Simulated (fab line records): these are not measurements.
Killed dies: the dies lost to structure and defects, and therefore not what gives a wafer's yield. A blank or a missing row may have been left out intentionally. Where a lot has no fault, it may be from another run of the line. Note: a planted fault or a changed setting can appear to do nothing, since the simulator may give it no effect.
Which tool did it? / flow sky130 / 12 lots with 36 wafers sampled at 5 steps, on a route of 708 steps

WHAT THE GAUGES SHOWED, per wafer
SKY_LDD_LDN_TW_MEAS_13.
lot=L507; measured=day 22 21:51; on=filmMetro-01; LDD_LDN_TW=1469 1468 1473
lot=L508; measured=day 23 10:41; on=filmMetro-03; LDD_LDN_TW=1494 1489 1499
lot=L509; measured=day 23 10:29; on=filmMetro-01; LDD_LDN_TW=1481 1483 1470
lot=L514; measured=day 25 17:12; on=filmMetro-03; LDD_LDN_TW=1486 1488 1491
lot=L515; measured=day 26 03:32; on=filmMetro-01; LDD_LDN_TW=1492 1488 1489
lot=L516; measured=day 26 04:07; on=filmMetro-03; LDD_LDN_TW=1481 1483 1486
lot=L523; measured=day 28 06:35; on=filmMetro-01; LDD_LDN_TW=1394 1394 1395
lot=L525; measured=day 29 04:03; on=filmMetro-03; LDD_LDN_TW=1410 1413 1422
lot=L526; measured=day 29 08:40; on=filmMetro-04; LDD_LDN_TW=1390 1386 1398
lot=L527; measured=day 29 18:04; on=filmMetro-01; LDD_LDN_TW=1476 1475 1476
lot=L528; measured=day 30 06:49; on=filmMetro-01; LDD_LDN_TW=1478 1481 1484
lot=L530; measured=day 31 06:34; on=filmMetro-04; LDD_LDN_TW=1455 1465 1457

SKY_POLY_CUT_OVL_MEAS_09.
lot=L507; measured=day 24 04:53; on=overlay-01; POLY_CUT_OVL (nm)=-2 -2 7
lot=L508; measured=day 24 17:58; on=overlay-01; POLY_CUT_OVL (nm)=-12 -9 -5
lot=L509; measured=day 24 16:50; on=overlay-02; POLY_CUT_OVL (nm)=0 -8 -2
lot=L514; measured=day 27 01:35; on=overlay-01; POLY_CUT_OVL (nm)=0 -5 5
lot=L515; measured=day 27 10:53; on=overlay-01; POLY_CUT_OVL (nm)=1 -1 -1
lot=L516; measured=day 27 14:07; on=overlay-02; POLY_CUT_OVL (nm)=-12 -4 -2
lot=L523; measured=day 29 12:49; on=overlay-02; POLY_CUT_OVL (nm)=-6 -3 -8
lot=L525; measured=day 30 09:58; on=overlay-01; POLY_CUT_OVL (nm)=-2 2 -1
lot=L526; measured=day 30 14:46; on=overlay-01; POLY_CUT_OVL (nm)=9 -3 1
lot=L527; measured=day 31 00:23; on=overlay-01; POLY_CUT_OVL (nm)=4 1 7
lot=L528; measured=day 31 12:38; on=overlay-01; POLY_CUT_OVL (nm)=-1 0 -8
lot=L530; measured=day 32 13:05; on=overlay-02; POLY_CUT_OVL (nm)=3 6 3

SKY_SD_N_CD_MEAS_07: the cd target is 380 nm.
lot=L507; measured=day 27 21:31; on=cdSem-01; cdNm (nm)=382 382 382
lot=L508; measured=day 28 10:44; on=cdSem-01; cdNm (nm)=375 376 375
lot=L509; measured=day 28 09:14; on=cdSem-02; cdNm (nm)=388 386 388
lot=L514; measured=day 30 15:21; on=cdSem-02; cdNm (nm)=375 378 379
lot=L515; measured=day 31 01:15; on=cdSem-01; cdNm (nm)=379 377 378
lot=L516; measured=day 31 05:01; on=cdSem-01; cdNm (nm)=381 382 383
lot=L523; measured=day 33 00:02; on=cdSem-01; cdNm (nm)=385 384 382
lot=L525; measured=day 33 20:52; on=cdSem-02; cdNm (nm)=376 376 377
lot=L526; measured=day 34 03:13; on=cdSem-02; cdNm (nm)=383 384 384
lot=L527; measured=day 34 10:44; on=cdSem-01; cdNm (nm)=380 380 381
lot=L528; measured=day 34 22:25; on=cdSem-02; cdNm (nm)=382 381 383
lot=L530; measured=day 35 21:45; on=cdSem-02; cdNm (nm)=383 385 385

WHAT TOOL EACH LOT RAN ON (gives the tool, then ch and the chambers of the sampled wafers, and finally the start)
lot=L507; SKY_VT_ADJUST_HVTR_STRIP_10=plasmaAsher-03 ch 0,1, day 9 08:20; SKY_LDD_LDN_IMPLANT_11=implanter-03 ch 0, day 22 21:38
lot=L508; SKY_VT_ADJUST_HVTR_STRIP_10=plasmaAsher-04 ch 0,1, day 9 15:31; SKY_LDD_LDN_IMPLANT_11=implanter-04 ch 0, day 23 10:26
lot=L509; SKY_VT_ADJUST_HVTR_STRIP_10=plasmaAsher-02 ch 0,1, day 9 21:31; SKY_LDD_LDN_IMPLANT_11=implanter-01 ch 0, day 23 10:14
lot=L514; SKY_VT_ADJUST_HVTR_STRIP_10=plasmaAsher-04 ch 0,1, day 11 16:55; SKY_LDD_LDN_IMPLANT_11=implanter-03 ch 0, day 25 16:58
lot=L515; SKY_VT_ADJUST_HVTR_STRIP_10=plasmaAsher-03 ch 0,1, day 12 01:36; SKY_LDD_LDN_IMPLANT_11=implanter-01 ch 0, day 26 03:19
lot=L516; SKY_VT_ADJUST_HVTR_STRIP_10=plasmaAsher-04 ch 0,1, day 12 06:01; SKY_LDD_LDN_IMPLANT_11=implanter-03 ch 0, day 26 03:52
lot=L523; SKY_VT_ADJUST_HVTR_STRIP_10=plasmaAsher-02 ch 0,1, day 14 06:04; SKY_LDD_LDN_IMPLANT_11=implanter-01 ch 0, day 28 06:20
lot=L525; SKY_VT_ADJUST_HVTR_STRIP_10=plasmaAsher-03 ch 0,1, day 14 22:49; SKY_LDD_LDN_IMPLANT_11=implanter-01 ch 0, day 29 03:48
lot=L526; SKY_VT_ADJUST_HVTR_STRIP_10=plasmaAsher-03 ch 0,1, day 15 03:31; SKY_LDD_LDN_IMPLANT_11=implanter-01 ch 0, day 29 08:24
lot=L527; SKY_VT_ADJUST_HVTR_STRIP_10=plasmaAsher-04 ch 0,1, day 15 16:12; SKY_LDD_LDN_IMPLANT_11=implanter-04 ch 0, day 29 17:51
lot=L528; SKY_VT_ADJUST_HVTR_STRIP_10=plasmaAsher-03 ch 0,1, day 15 22:57; SKY_LDD_LDN_IMPLANT_11=implanter-04 ch 0, day 30 06:35
lot=L530; SKY_VT_ADJUST_HVTR_STRIP_10=plasmaAsher-04 ch 0,1, day 16 20:25; SKY_LDD_LDN_IMPLANT_11=implanter-04 ch 0, day 31 06:19
- SKY_VT_ADJUST_HVTR_STRIP_10: strips in O2/N2.
- SKY_LDD_LDN_IMPLANT_11

WHAT THE TOOLS THEMSELVES READ (means of the sampled wafers that have a number; where no wafer has one, the mark that the record gives instead)
SKY_VT_ADJUST_HVTR_STRIP_10.
lot=L507; tool=plasmaAsher-03; drypumpMotorCurrentA (A)=5.9; oesProductAu (a.u.)=0.724; stripTimeToEndpointS (s)=14.21
lot=L508; tool=plasmaAsher-04; drypumpMotorCurrentA (A)=5.7; oesProductAu (a.u.)=0.716; stripTimeToEndpointS (s)=14.14
lot=L509; tool=plasmaAsher-02; drypumpMotorCurrentA (A)=5.7; oesProductAu (a.u.)=0.714; stripTimeToEndpointS (s)=14.13
lot=L514; tool=plasmaAsher-04; drypumpMotorCurrentA (A)=6.2; oesProductAu (a.u.)=0.717; stripTimeToEndpointS (s)=14.16
lot=L515; tool=plasmaAsher-03; drypumpMotorCurrentA (A)=5.9; oesProductAu (a.u.)=0.719; stripTimeToEndpointS (s)=14.14
lot=L516; tool=plasmaAsher-04; drypumpMotorCurrentA (A)=6.2; oesProductAu (a.u.)=0.718; stripTimeToEndpointS (s)=14.17
lot=L523; tool=plasmaAsher-02; drypumpMotorCurrentA (A)=5.7; oesProductAu (a.u.)=0.716; stripTimeToEndpointS (s)=14.17
lot=L525; tool=plasmaAsher-03; drypumpMotorCurrentA (A)=5.9; oesProductAu (a.u.)=0.715; stripTimeToEndpointS (s)=14.19
lot=L526; tool=plasmaAsher-03; drypumpMotorCurrentA (A)=6.1; oesProductAu (a.u.)=0.714; stripTimeToEndpointS (s)=14.19
lot=L527; tool=plasmaAsher-04; drypumpMotorCurrentA (A)=6.2; oesProductAu (a.u.)=0.717; stripTimeToEndpointS (s)=14.21
lot=L528; tool=plasmaAsher-03; drypumpMotorCurrentA (A)=5.9; oesProductAu (a.u.)=0.713; stripTimeToEndpointS (s)=14.23
lot=L530; tool=plasmaAsher-04; drypumpMotorCurrentA (A)=6.2; oesProductAu (a.u.)=0.716; stripTimeToEndpointS (s)=14.20

SKY_LDD_LDN_IMPLANT_11.
lot=L507 tool=implanter-03 doseIonsCm2=1.2504e+13 faradayCurrentUA=69.8
lot=L508 tool=implanter-04 doseIonsCm2=1.2486e+13 faradayCurrentUA=71.0
lot=L509 tool=implanter-01 doseIonsCm2=1.2495e+13 faradayCurrentUA=70.6
lot=L514 tool=implanter-03 doseIonsCm2=1.2496e+13 faradayCurrentUA=71.1
lot=L515 tool=implanter-01 doseIonsCm2=1.2500e+13 faradayCurrentUA=70.0
lot=L516 tool=implanter-03 doseIonsCm2=1.2493e+13 faradayCurrentUA=70.6
lot=L523 tool=implanter-01 doseIonsCm2=4.2830e+12 faradayCurrentUA=24.1
lot=L525 tool=implanter-01 doseIonsCm2=4.3397e+12 faradayCurrentUA=24.1
lot=L526 tool=implanter-01 doseIonsCm2=4.3007e+12 faradayCurrentUA=24.9
lot=L527 tool=implanter-04 doseIonsCm2=1.2497e+13 faradayCurrentUA=70.2
lot=L528 tool=implanter-04 doseIonsCm2=1.2502e+13 faradayCurrentUA=70.9
lot=L530 tool=implanter-04 doseIonsCm2=1.2493e+13 faradayCurrentUA=71.4

THE ANSWER, worked out from the rows above alone
Rule: the lots themselves supply what counts as usual. Put in order of their means at a reading, lots are off if they are a third of the lots or fewer, leave a main group of 4 or more, and stand apart from it by a gap of 3 or more times the standard deviation of the main group's means; of several such gaps the widest counts. If all means in a main group match to the digits the tables above print for the reading, that group is not used. A lot without any number at a reading at which 4 lots or more have one is off too. Any other lot the step has rows for is counted as sound. First the gauges in route order, then the tools' own readings, where a lot's mean is used as printed above. At the first step where some lot is off, the reading lying furthest off is the one used; lots without a number count as furthest.
Off: L523, L525, L526, seen at SKY_LDD_LDN_TW_MEAS_13 (LDD_LDN_TW). Main group: mean 1480, sd 10.
A tool fits if, at a process step before that reading, it ran every lot that is off, and no sound lot after the first of them. Not tried: the gauges at SKY_LDD_LDN_TW_MEAS_13; whatever is off there is also off at SKY_LDD_LDN_IMPLANT_11, on other tools, and gauge error can't account for it. One fits: SKY_LDD_LDN_IMPLANT_11 on implanter-01. Its last sound lot is L515 (day 26 03:19), its first lot that is off L523 (day 28 06:20): a fault that began between those two fits.
The tool's own readings at SKY_LDD_LDN_IMPLANT_11 bear it out: on the lots that are off they differ by more than 5 times the standard deviation of the sound lots' means. doseIonsCm2 reads 4.3078e+12 there against 1.2496e+13 on the sound lots; faradayCurrentUA reads 24.4 there against 70.6 on the sound lots.

WHAT WAS PUT IN BY THE SIMULATOR
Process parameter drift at SKY_LDD_LDN_IMPLANT_11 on implanter-01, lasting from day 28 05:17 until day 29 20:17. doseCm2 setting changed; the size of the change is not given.
Struck lots among those shown: L523, L525, L526. The rule above reached the same finding.
